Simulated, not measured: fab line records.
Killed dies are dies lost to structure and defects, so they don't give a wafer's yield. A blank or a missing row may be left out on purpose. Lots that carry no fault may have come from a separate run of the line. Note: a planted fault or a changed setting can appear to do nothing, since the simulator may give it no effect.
fab line records / flow gf180mcu
record: lots: 5 wafers: 15 last_day: 34
route steps=602 shown HV_LDD@176
lots untouched by any fault: they come from a run of this same line in which no faults occurred
start_h: the number of hours between the record's first day and the start of the first shown wafer of the lot / wait_h: hours since the lot's step before / " as in the row above / L1.1+2: a row that stands for several wafers / - value missing, or start not given / * or withheld: withheld / < > ~ a bound
route shown NAME@n: NAME is a module with steps in the file, n the number in the route of the first one / usual: mean/standard deviation of fault-free wafers / same: alike in all rows / chamber/n: place in a boat / sites: each site's reading / _std_site: the values' standard deviation / _edge_site: outer sites' mean less inner sites' / radius_mm: how far each site lies from the wafer's centre / mask NAME#n: copy n / behind: the last tool/chamber to shape the wafer / hold: cause of the lot's hold/its duration in hours/its outcome / device: transistor that didn't switch, given as n, p or np / end of line: tests of these same wafers at the route's end / for a step that has no rows: nothing shown but its recipe / killed: count of dies lost to structure and defects at first sort (not the wafer's yield) / map: shows each die of a wafer: x if killed, . if not, _ if none is there
set.NAME: setting as actually run; set.NAME@STEP: the setting as run at that earlier step / model.NAME: the simulator's own value behind a step, which no gauge read
certain route steps with their lots: each step a table, each wafer a row
services: from which hour (start_h, from the record's first day; less than 0 if before it) a tool's chamber was out of use, for how many hours, and why
== steps ==
step: GF_HV_LDD_DEHYDRATE_00
recipe: temp_c: 200 time_s: 60
usual: chill_plate_temp_C: 22.99/0.11
lot.wafer=L074.2 tool=litho_track-04 chamber=0 start_h=211.64 wait_h=8.1 chill_plate_temp_C=22.94
lot.wafer=L074.4 tool=litho_track-04 chamber=0 start_h=211.64 wait_h=8.1 chill_plate_temp_C=23.11
lot.wafer=L074.5 tool=litho_track-04 chamber=0 start_h=211.64 wait_h=8.1 chill_plate_temp_C=23.02
lot.wafer=L079.1 tool=litho_track-02 chamber=0 start_h=242.99 wait_h=8.4 chill_plate_temp_C=22.99
lot.wafer=L079.2 tool=litho_track-02 chamber=0 start_h=242.99 wait_h=8.4 chill_plate_temp_C=23.00
lot.wafer=L079.6 tool=litho_track-02 chamber=0 start_h=242.99 wait_h=8.4 chill_plate_temp_C=22.96
lot.wafer=L081.3 tool=litho_track-03 chamber=0 start_h=259.96 wait_h=8.9 chill_plate_temp_C=22.91
lot.wafer=L081.5 tool=litho_track-03 chamber=0 start_h=259.96 wait_h=8.9 chill_plate_temp_C=22.97
lot.wafer=L081.6 tool=litho_track-03 chamber=0 start_h=259.96 wait_h=8.9 chill_plate_temp_C=22.97
lot.wafer=L082.1 tool=litho_track-04 chamber=0 start_h=261.67 wait_h=8.8 chill_plate_temp_C=23.15
lot.wafer=L082.2 tool=litho_track-04 chamber=0 start_h=261.67 wait_h=8.8 chill_plate_temp_C=22.84
lot.wafer=L082.6 tool=litho_track-04 chamber=0 start_h=261.67 wait_h=8.8 chill_plate_temp_C=22.94
lot.wafer=L096.1 tool=litho_track-02 chamber=0 start_h=366.48 wait_h=10.5 chill_plate_temp_C=22.82
lot.wafer=L096.3 tool=litho_track-02 chamber=0 start_h=366.48 wait_h=10.5 chill_plate_temp_C=23.04
lot.wafer=L096.5 tool=litho_track-02 chamber=0 start_h=366.48 wait_h=10.5 chill_plate_temp_C=23.02
step: GF_HV_LDD_HMDS_01
recipe: prime_time_s: 60 prime_temp_c: 120
usual: chill_plate_temp_C: 23.01/0.12
same: prime_time_s: 60
lot.wafer=L074.2 tool=litho_track-04 chamber=0 start_h=211.79 wait_h=0.1 chill_plate_temp_C=23.19
lot.wafer=L074.4 tool=litho_track-04 chamber=0 start_h=211.79 wait_h=0.1 chill_plate_temp_C=23.19
lot.wafer=L074.5 tool=litho_track-04 chamber=0 start_h=211.79 wait_h=0.1 chill_plate_temp_C=23.01
lot.wafer=L079.1 tool=litho_track-02 chamber=0 start_h=243.14 wait_h=0.1 chill_plate_temp_C=23.21
lot.wafer=L079.2 tool=litho_track-02 chamber=0 start_h=243.14 wait_h=0.1 chill_plate_temp_C=23.21
lot.wafer=L079.6 tool=litho_track-02 chamber=0 start_h=243.14 wait_h=0.1 chill_plate_temp_C=23.22
lot.wafer=L081.3 tool=litho_track-03 chamber=0 start_h=260.11 wait_h=0.1 chill_plate_temp_C=23.15
lot.wafer=L081.5 tool=litho_track-03 chamber=0 start_h=260.11 wait_h=0.1 chill_plate_temp_C=23.19
lot.wafer=L081.6 tool=litho_track-03 chamber=0 start_h=260.11 wait_h=0.1 chill_plate_temp_C=23.17
lot.wafer=L082.1 tool=litho_track-04 chamber=0 start_h=261.82 wait_h=0.1 chill_plate_temp_C=23.09
lot.wafer=L082.2 tool=litho_track-04 chamber=0 start_h=261.82 wait_h=0.1 chill_plate_temp_C=23.25
lot.wafer=L082.6 tool=litho_track-04 chamber=0 start_h=261.82 wait_h=0.1 chill_plate_temp_C=23.11
lot.wafer=L096.1 tool=litho_track-02 chamber=0 start_h=366.63 wait_h=0.1 chill_plate_temp_C=22.88
lot.wafer=L096.3 tool=litho_track-02 chamber=0 start_h=366.63 wait_h=0.1 chill_plate_temp_C=22.99
lot.wafer=L096.5 tool=litho_track-02 chamber=0 start_h=366.63 wait_h=0.1 chill_plate_temp_C=23.12
step: GF_HV_LDD_COAT_02
recipe: resist: NOVOLAK spin_rpm: 3000 resist_thk_nm: 1000
usual: chill_plate_temp_C: 23.00/0.099
lot.wafer=L074.2 tool=litho_track-04 chamber=0 start_h=211.94 wait_h=0.1 chill_plate_temp_C=22.97
lot.wafer=L074.4 tool=litho_track-04 chamber=0 start_h=211.94 wait_h=0.1 chill_plate_temp_C=22.86
lot.wafer=L074.5 tool=litho_track-04 chamber=0 start_h=211.94 wait_h=0.1 chill_plate_temp_C=22.93
lot.wafer=L079.1 tool=litho_track-02 chamber=0 start_h=243.29 wait_h=0.1 chill_plate_temp_C=22.86
lot.wafer=L079.2 tool=litho_track-02 chamber=0 start_h=243.29 wait_h=0.1 chill_plate_temp_C=22.98
lot.wafer=L079.6 tool=litho_track-02 chamber=0 start_h=243.29 wait_h=0.1 chill_plate_temp_C=22.86
lot.wafer=L081.3 tool=litho_track-03 chamber=0 start_h=260.26 wait_h=0.1 chill_plate_temp_C=23.00
lot.wafer=L081.5 tool=litho_track-03 chamber=0 start_h=260.26 wait_h=0.1 chill_plate_temp_C=23.12
lot.wafer=L081.6 tool=litho_track-03 chamber=0 start_h=260.26 wait_h=0.1 chill_plate_temp_C=23.14
lot.wafer=L082.1 tool=litho_track-04 chamber=0 start_h=261.97 wait_h=0.1 chill_plate_temp_C=22.89
lot.wafer=L082.2 tool=litho_track-04 chamber=0 start_h=261.97 wait_h=0.1 chill_plate_temp_C=22.90
lot.wafer=L082.6 tool=litho_track-04 chamber=0 start_h=261.97 wait_h=0.1 chill_plate_temp_C=22.97
lot.wafer=L096.1 tool=litho_track-02 chamber=0 start_h=366.78 wait_h=0.1 chill_plate_temp_C=23.17
lot.wafer=L096.3 tool=litho_track-02 chamber=0 start_h=366.78 wait_h=0.1 chill_plate_temp_C=23.22
lot.wafer=L096.5 tool=litho_track-02 chamber=0 start_h=366.78 wait_h=0.1 chill_plate_temp_C=23.08
step: GF_HV_LDD_SOFTBAKE_03
recipe: temp_c: 90 time_s: 60 resist: NOVOLAK
usual: chill_plate_temp_C: 22.99/0.11
lot.wafer=L074.2 tool=litho_track-04 chamber=0 start_h=212.09 wait_h=0.1 chill_plate_temp_C=23.16
lot.wafer=L074.4 tool=litho_track-04 chamber=0 start_h=212.09 wait_h=0.1 chill_plate_temp_C=23.12
lot.wafer=L074.5 tool=litho_track-04 chamber=0 start_h=212.09 wait_h=0.1 chill_plate_temp_C=23.13
lot.wafer=L079.1 tool=litho_track-02 chamber=0 start_h=243.44 wait_h=0.1 chill_plate_temp_C=23.07
lot.wafer=L079.2 tool=litho_track-02 chamber=0 start_h=243.44 wait_h=0.1 chill_plate_temp_C=22.92
lot.wafer=L079.6 tool=litho_track-02 chamber=0 start_h=243.44 wait_h=0.1 chill_plate_temp_C=22.89
lot.wafer=L081.3 tool=litho_track-03 chamber=0 start_h=260.41 wait_h=0.1 chill_plate_temp_C=23.08
lot.wafer=L081.5 tool=litho_track-03 chamber=0 start_h=260.41 wait_h=0.1 chill_plate_temp_C=23.08
lot.wafer=L081.6 tool=litho_track-03 chamber=0 start_h=260.41 wait_h=0.1 chill_plate_temp_C=23.05
lot.wafer=L082.1 tool=litho_track-04 chamber=0 start_h=262.12 wait_h=0.1 chill_plate_temp_C=22.93
lot.wafer=L082.2 tool=litho_track-04 chamber=0 start_h=262.12 wait_h=0.1 chill_plate_temp_C=22.87
lot.wafer=L082.6 tool=litho_track-04 chamber=0 start_h=262.12 wait_h=0.1 chill_plate_temp_C=22.85
lot.wafer=L096.1 tool=litho_track-02 chamber=0 start_h=366.93 wait_h=0.1 chill_plate_temp_C=23.16
lot.wafer=L096.3 tool=litho_track-02 chamber=0 start_h=366.93 wait_h=0.1 chill_plate_temp_C=22.92
lot.wafer=L096.5 tool=litho_track-02 chamber=0 start_h=366.93 wait_h=0.1 chill_plate_temp_C=23.03
step: GF_HV_LDD_EXPOSE_04
recipe: mask_id: Nplus_LV_AREA target_cd_nm: 400 na: 0.6 source_shape: conventional sigma_outer: 0.6 dose_mj: 140
usual: stage_vel_mm_s: 500.04/0.27
lot.wafer=L074.2 tool=iline_stepper-01 chamber=0 start_h=- wait_h=- mask=Nplus_LV_AREA#0 stage_vel_mm_s=499.86
lot.wafer=L074.4 tool=iline_stepper-01 chamber=0 start_h=- wait_h=- mask=Nplus_LV_AREA#0 stage_vel_mm_s=499.79
lot.wafer=L074.5 tool=iline_stepper-01 chamber=0 start_h=- wait_h=- mask=Nplus_LV_AREA#0 stage_vel_mm_s=499.48
lot.wafer=L079.1 tool=iline_stepper-01 chamber=0 start_h=- wait_h=- mask=Nplus_LV_AREA#0 stage_vel_mm_s=500.41
lot.wafer=L079.2 tool=iline_stepper-01 chamber=0 start_h=- wait_h=- mask=Nplus_LV_AREA#0 stage_vel_mm_s=499.56
lot.wafer=L079.6 tool=iline_stepper-01 chamber=0 start_h=- wait_h=- mask=Nplus_LV_AREA#0 stage_vel_mm_s=500.00
lot.wafer=L081.3 tool=iline_stepper-01 chamber=0 start_h=- wait_h=- mask=Nplus_LV_AREA#0 stage_vel_mm_s=499.88
lot.wafer=L081.5 tool=iline_stepper-01 chamber=0 start_h=- wait_h=- mask=Nplus_LV_AREA#0 stage_vel_mm_s=499.89
lot.wafer=L081.6 tool=iline_stepper-01 chamber=0 start_h=- wait_h=- mask=Nplus_LV_AREA#0 stage_vel_mm_s=500.38
lot.wafer=L082.1 tool=iline_stepper-02 chamber=0 start_h=- wait_h=- mask=Nplus_LV_AREA#0 stage_vel_mm_s=500.33
lot.wafer=L082.2 tool=iline_stepper-02 chamber=0 start_h=- wait_h=- mask=Nplus_LV_AREA#0 stage_vel_mm_s=500.47
lot.wafer=L082.6 tool=iline_stepper-02 chamber=0 start_h=- wait_h=- mask=Nplus_LV_AREA#0 stage_vel_mm_s=500.42
lot.wafer=L096.1 tool=iline_stepper-02 chamber=0 start_h=- wait_h=- mask=Nplus_LV_AREA#0 stage_vel_mm_s=500.26
lot.wafer=L096.3 tool=iline_stepper-02 chamber=0 start_h=- wait_h=- mask=Nplus_LV_AREA#0 stage_vel_mm_s=500.08
lot.wafer=L096.5 tool=iline_stepper-02 chamber=0 start_h=- wait_h=- mask=Nplus_LV_AREA#0 stage_vel_mm_s=500.15
step: GF_HV_LDD_PEB_05
recipe: temp_c: withheld time_s: * resist: NOVOLAK
usual: chill_plate_temp_C: *
lot.wafer=L074.2 tool=litho_track-03 chamber=0 start_h=- wait_h=- chill_plate_temp_C=*
lot.wafer=L074.4 tool=litho_track-03 chamber=0 start_h=- wait_h=- chill_plate_temp_C=*
lot.wafer=L074.5 tool=litho_track-03 chamber=0 start_h=- wait_h=- chill_plate_temp_C=*
lot.wafer=L079.1 tool=litho_track-03 chamber=0 start_h=- wait_h=- chill_plate_temp_C=*
lot.wafer=L079.2 tool=litho_track-03 chamber=0 start_h=- wait_h=- chill_plate_temp_C=*
lot.wafer=L079.6 tool=litho_track-03 chamber=0 start_h=- wait_h=- chill_plate_temp_C=*
lot.wafer=L081.3 tool=litho_track-02 chamber=0 start_h=- wait_h=- chill_plate_temp_C=*
lot.wafer=L081.5 tool=litho_track-02 chamber=0 start_h=- wait_h=- chill_plate_temp_C=*
lot.wafer=L081.6 tool=litho_track-02 chamber=0 start_h=- wait_h=- chill_plate_temp_C=*
lot.wafer=L082.1 tool=litho_track-02 chamber=0 start_h=- wait_h=- chill_plate_temp_C=*
lot.wafer=L082.2 tool=litho_track-02 chamber=0 start_h=- wait_h=- chill_plate_temp_C=*
lot.wafer=L082.6 tool=litho_track-02 chamber=0 start_h=- wait_h=- chill_plate_temp_C=*
lot.wafer=L096.1 tool=litho_track-04 chamber=0 start_h=- wait_h=- chill_plate_temp_C=*
lot.wafer=L096.3 tool=litho_track-04 chamber=0 start_h=- wait_h=- chill_plate_temp_C=*
lot.wafer=L096.5 tool=litho_track-04 chamber=0 start_h=- wait_h=- chill_plate_temp_C=*
step: GF_HV_LDD_DEVELOP_06
recipe: develop_time_s: 60 dev_temp_c: 23
usual: chill_plate_temp_C: 23.00/0.1
lot.wafer=L074.2 tool=litho_track-03 chamber=0 start_h=220.49 wait_h=0.1 chill_plate_temp_C=22.98
lot.wafer=L074.4 tool=litho_track-03 chamber=0 start_h=220.49 wait_h=0.1 chill_plate_temp_C=23.08
lot.wafer=L074.5 tool=litho_track-03 chamber=0 start_h=220.49 wait_h=0.1 chill_plate_temp_C=23.04
lot.wafer=L079.1 tool=litho_track-03 chamber=0 start_h=252.66 wait_h=0.1 chill_plate_temp_C=22.92
lot.wafer=L079.2 tool=litho_track-03 chamber=0 start_h=252.66 wait_h=0.1 chill_plate_temp_C=22.91
lot.wafer=L079.6 tool=litho_track-03 chamber=0 start_h=252.66 wait_h=0.1 chill_plate_temp_C=22.96
lot.wafer=L081.3 tool=litho_track-02 chamber=0 start_h=270.24 wait_h=0.1 chill_plate_temp_C=23.35
lot.wafer=L081.5 tool=litho_track-02 chamber=0 start_h=270.24 wait_h=0.1 chill_plate_temp_C=23.06
lot.wafer=L081.6 tool=litho_track-02 chamber=0 start_h=270.24 wait_h=0.1 chill_plate_temp_C=23.16
lot.wafer=L082.1 tool=litho_track-02 chamber=0 start_h=271.49 wait_h=0.1 chill_plate_temp_C=22.95
lot.wafer=L082.2 tool=litho_track-02 chamber=0 start_h=271.49 wait_h=0.1 chill_plate_temp_C=22.91
lot.wafer=L082.6 tool=litho_track-02 chamber=0 start_h=271.49 wait_h=0.1 chill_plate_temp_C=23.01
lot.wafer=L096.1 tool=litho_track-04 chamber=0 start_h=378.26 wait_h=0.1 chill_plate_temp_C=22.80
lot.wafer=L096.3 tool=litho_track-04 chamber=0 start_h=378.26 wait_h=0.1 chill_plate_temp_C=23.04
lot.wafer=L096.5 tool=litho_track-04 chamber=0 start_h=378.26 wait_h=0.1 chill_plate_temp_C=22.89
step: GF_HV_LDD_CD_MEAS_07
recipe: target_cd_nm: 400
usual: cd_nm: 399.9/2
lot.wafer=L074.2 tool=cd_sem-02 chamber=- start_h=220.63 wait_h=0.1 cd_nm=400.5
lot.wafer=L074.4 tool=cd_sem-02 chamber=- start_h=220.63 wait_h=0.1 cd_nm=402.7
lot.wafer=L074.5 tool=cd_sem-02 chamber=- start_h=220.63 wait_h=0.1 cd_nm=398.8
lot.wafer=L079.1 tool=cd_sem-01 chamber=- start_h=252.81 wait_h=0.1 cd_nm=401.5
lot.wafer=L079.2 tool=cd_sem-01 chamber=- start_h=252.81 wait_h=0.1 cd_nm=400.5
lot.wafer=L079.6 tool=cd_sem-01 chamber=- start_h=252.81 wait_h=0.1 cd_nm=401.6
lot.wafer=L081.3 tool=cd_sem-02 chamber=- start_h=270.38 wait_h=0.1 cd_nm=397.8
lot.wafer=L081.5 tool=cd_sem-02 chamber=- start_h=270.38 wait_h=0.1 cd_nm=396.8
lot.wafer=L081.6 tool=cd_sem-02 chamber=- start_h=270.38 wait_h=0.1 cd_nm=397.6
lot.wafer=L082.1 tool=cd_sem-01 chamber=- start_h=271.64 wait_h=0.1 cd_nm=402.1
lot.wafer=L082.2 tool=cd_sem-01 chamber=- start_h=271.64 wait_h=0.1 cd_nm=398.8
lot.wafer=L082.6 tool=cd_sem-01 chamber=- start_h=271.64 wait_h=0.1 cd_nm=398.8
lot.wafer=L096.1 tool=cd_sem-02 chamber=- start_h=378.41 wait_h=0.1 cd_nm=399.7
lot.wafer=L096.3 tool=cd_sem-02 chamber=- start_h=378.41 wait_h=0.1 cd_nm=398.8
lot.wafer=L096.5 tool=cd_sem-02 chamber=- start_h=378.41 wait_h=0.1 cd_nm=398.4
step: GF_HV_LDD_OVL_MEAS_08
usual: HV_LDD_OVL: -0.8/1.3
lot.wafer=L074.2 tool=overlay-01 chamber=- start_h=220.74 wait_h=0.1 HV_LDD_OVL[nm]=0.6
lot.wafer=L074.4 tool=overlay-01 chamber=- start_h=220.74 wait_h=0.1 HV_LDD_OVL[nm]=2.1
lot.wafer=L074.5 tool=overlay-01 chamber=- start_h=220.74 wait_h=0.1 HV_LDD_OVL[nm]=-0.8
lot.wafer=L079.1 tool=overlay-02 chamber=- start_h=252.93 wait_h=0.1 HV_LDD_OVL[nm]=2.0
lot.wafer=L079.2 tool=overlay-02 chamber=- start_h=252.93 wait_h=0.1 HV_LDD_OVL[nm]=0.1
lot.wafer=L079.6 tool=overlay-02 chamber=- start_h=252.93 wait_h=0.1 HV_LDD_OVL[nm]=0.0
lot.wafer=L081.3 tool=overlay-01 chamber=- start_h=270.47 wait_h=0.1 HV_LDD_OVL[nm]=0.0
lot.wafer=L081.5 tool=overlay-01 chamber=- start_h=270.47 wait_h=0.1 HV_LDD_OVL[nm]=-2.6
lot.wafer=L081.6 tool=overlay-01 chamber=- start_h=270.47 wait_h=0.1 HV_LDD_OVL[nm]=-1.2
lot.wafer=L082.1 tool=overlay-02 chamber=- start_h=271.76 wait_h=0.1 HV_LDD_OVL[nm]=-0.7
lot.wafer=L082.2 tool=overlay-02 chamber=- start_h=271.76 wait_h=0.1 HV_LDD_OVL[nm]=-1.4
lot.wafer=L082.6 tool=overlay-02 chamber=- start_h=271.76 wait_h=0.1 HV_LDD_OVL[nm]=-0.8
lot.wafer=L096.1 tool=overlay-01 chamber=- start_h=378.53 wait_h=0.1 HV_LDD_OVL[nm]=-2.3
lot.wafer=L096.3 tool=overlay-01 chamber=- start_h=378.53 wait_h=0.1 HV_LDD_OVL[nm]=-0.9
lot.wafer=L096.5 tool=overlay-01 chamber=- start_h=378.53 wait_h=0.1 HV_LDD_OVL[nm]=0.0
step: GF_HV_LDD_IMPLANT_09
recipe: species: As energy_kev: 40 dose_cm2: 1e+14 tilt_deg: 7
lot.wafer=L074.2+4+5 tool=implanter-03 chamber=0 start_h=220.79 wait_h=0.0
lot.wafer=L079.1+2+6 tool=implanter-03 chamber=0 start_h=252.97 wait_h=0.0
lot.wafer=L081.3+5+6 tool=implanter-02 chamber=0 start_h=270.54 wait_h=0.1
lot.wafer=L082.1+2+6 tool=implanter-04 chamber=0 start_h=271.79 wait_h=0.0
lot.wafer=L096.1+3+5 tool=implanter-03 chamber=0 start_h=378.57 wait_h=0.0
step: GF_HV_LDD_STRIP_10
recipe: chemistry: O2/N2 power_w: 1400 pressure_mtorr: 1500 platen_temp_c: 250 o2_flow_sccm: 3000 n2_flow_sccm: 300 overash_fraction: 0.5
usual: drypump_motor_current_A: 6.1/0.36 heater_power_w: 330/30 oes_product_au: 0.716/0.0049 strip_time_to_endpoint_s: 12.63/0.04
lot.wafer=L074.2 tool=plasma_asher-04 chamber=1 start_h=220.92 wait_h=0.1 drypump_motor_current_A=5.6 heater_power_w=335 oes_product_au=0.722 rf_hours_counter_h=57 strip_time_to_endpoint_s=12.62
lot.wafer=L074.4 tool=plasma_asher-04 chamber=0 start_h=220.92 wait_h=0.1 drypump_motor_current_A=5.6 heater_power_w=295 oes_product_au=0.715 rf_hours_counter_h=- strip_time_to_endpoint_s=12.64
lot.wafer=L074.5 tool=plasma_asher-04 chamber=0 start_h=220.92 wait_h=0.1 drypump_motor_current_A=5.6 heater_power_w=287 oes_product_au=0.719 rf_hours_counter_h=- strip_time_to_endpoint_s=12.61
lot.wafer=L079.1 tool=plasma_asher-02 chamber=0 start_h=253.12 wait_h=0.1 drypump_motor_current_A=6.0 heater_power_w=299 oes_product_au=0.719 rf_hours_counter_h=49 strip_time_to_endpoint_s=12.61
lot.wafer=L079.2 tool=plasma_asher-02 chamber=1 start_h=253.12 wait_h=0.1 drypump_motor_current_A=6.2 heater_power_w=363 oes_product_au=0.718 rf_hours_counter_h=49 strip_time_to_endpoint_s=12.63
lot.wafer=L079.6 tool=plasma_asher-02 chamber=1 start_h=253.12 wait_h=0.1 drypump_motor_current_A=6.2 heater_power_w=350 oes_product_au=0.710 rf_hours_counter_h=- strip_time_to_endpoint_s=12.61
lot.wafer=L081.3 tool=plasma_asher-02 chamber=1 start_h=270.67 wait_h=0.1 drypump_motor_current_A=6.2 heater_power_w=360 oes_product_au=0.717 rf_hours_counter_h=- strip_time_to_endpoint_s=12.63
lot.wafer=L081.5 tool=plasma_asher-02 chamber=0 start_h=270.67 wait_h=0.1 drypump_motor_current_A=6.0 heater_power_w=296 oes_product_au=0.716 rf_hours_counter_h=- strip_time_to_endpoint_s=12.60
lot.wafer=L081.6 tool=plasma_asher-02 chamber=1 start_h=270.67 wait_h=0.1 drypump_motor_current_A=6.2 heater_power_w=367 oes_product_au=0.724 rf_hours_counter_h=- strip_time_to_endpoint_s=12.59
lot.wafer=L082.1 tool=plasma_asher-01 chamber=1 start_h=271.94 wait_h=0.1 drypump_motor_current_A=6.5 heater_power_w=341 oes_product_au=0.716 rf_hours_counter_h=13 strip_time_to_endpoint_s=12.65
lot.wafer=L082.2 tool=plasma_asher-01 chamber=0 start_h=271.94 wait_h=0.1 drypump_motor_current_A=6.5 heater_power_w=366 oes_product_au=0.711 rf_hours_counter_h=13 strip_time_to_endpoint_s=12.60
lot.wafer=L082.6 tool=plasma_asher-01 chamber=0 start_h=271.94 wait_h=0.1 drypump_motor_current_A=6.6 heater_power_w=369 oes_product_au=0.722 rf_hours_counter_h=- strip_time_to_endpoint_s=12.65
lot.wafer=L096.1 tool=plasma_asher-04 chamber=1 start_h=378.72 wait_h=0.1 drypump_motor_current_A=5.6 heater_power_w=334 oes_product_au=0.717 rf_hours_counter_h=74 strip_time_to_endpoint_s=12.67
lot.wafer=L096.3 tool=plasma_asher-04 chamber=0 start_h=378.72 wait_h=0.1 drypump_motor_current_A=5.6 heater_power_w=286 oes_product_au=0.721 rf_hours_counter_h=- strip_time_to_endpoint_s=12.70
lot.wafer=L096.5 tool=plasma_asher-04 chamber=1 start_h=378.72 wait_h=0.1 drypump_motor_current_A=5.6 heater_power_w=330 oes_product_au=0.722 rf_hours_counter_h=- strip_time_to_endpoint_s=12.65
== services ==
tool=iline_stepper-02 chamber=0 start_h=217.77 hours=- kind=calibration
tool=plasma_asher-01 chamber=- start_h=220.05 hours=14.6 kind=pm
tool=iline_stepper-02 chamber=- start_h=240.21 hours=1.7 kind=pm
tool=iline_stepper-02 chamber=- start_h=278.15 hours=7.5 kind=repair
tool=plasma_asher-02 chamber=- start_h=300.09 hours=7.6 kind=repair
tool=iline_stepper-01 chamber=- start_h=300.42 hours=1.7 kind=pm
tool=implanter-04 chamber=- start_h=303.31 hours=4.0 kind=repair
tool=iline_stepper-01 chamber=0 start_h=304.90 hours=- kind=calibration
tool=implanter-04 chamber=- start_h=320.00 hours=4.6 kind=pm
tool=implanter-04 chamber=- start_h=329.46 hours=4.9 kind=pm
tool=implanter-03 chamber=- start_h=335.59 hours=1.6 kind=repair
tool=implanter-04 chamber=- start_h=359.64 hours=3.3 kind=repair
== key ==
fault none
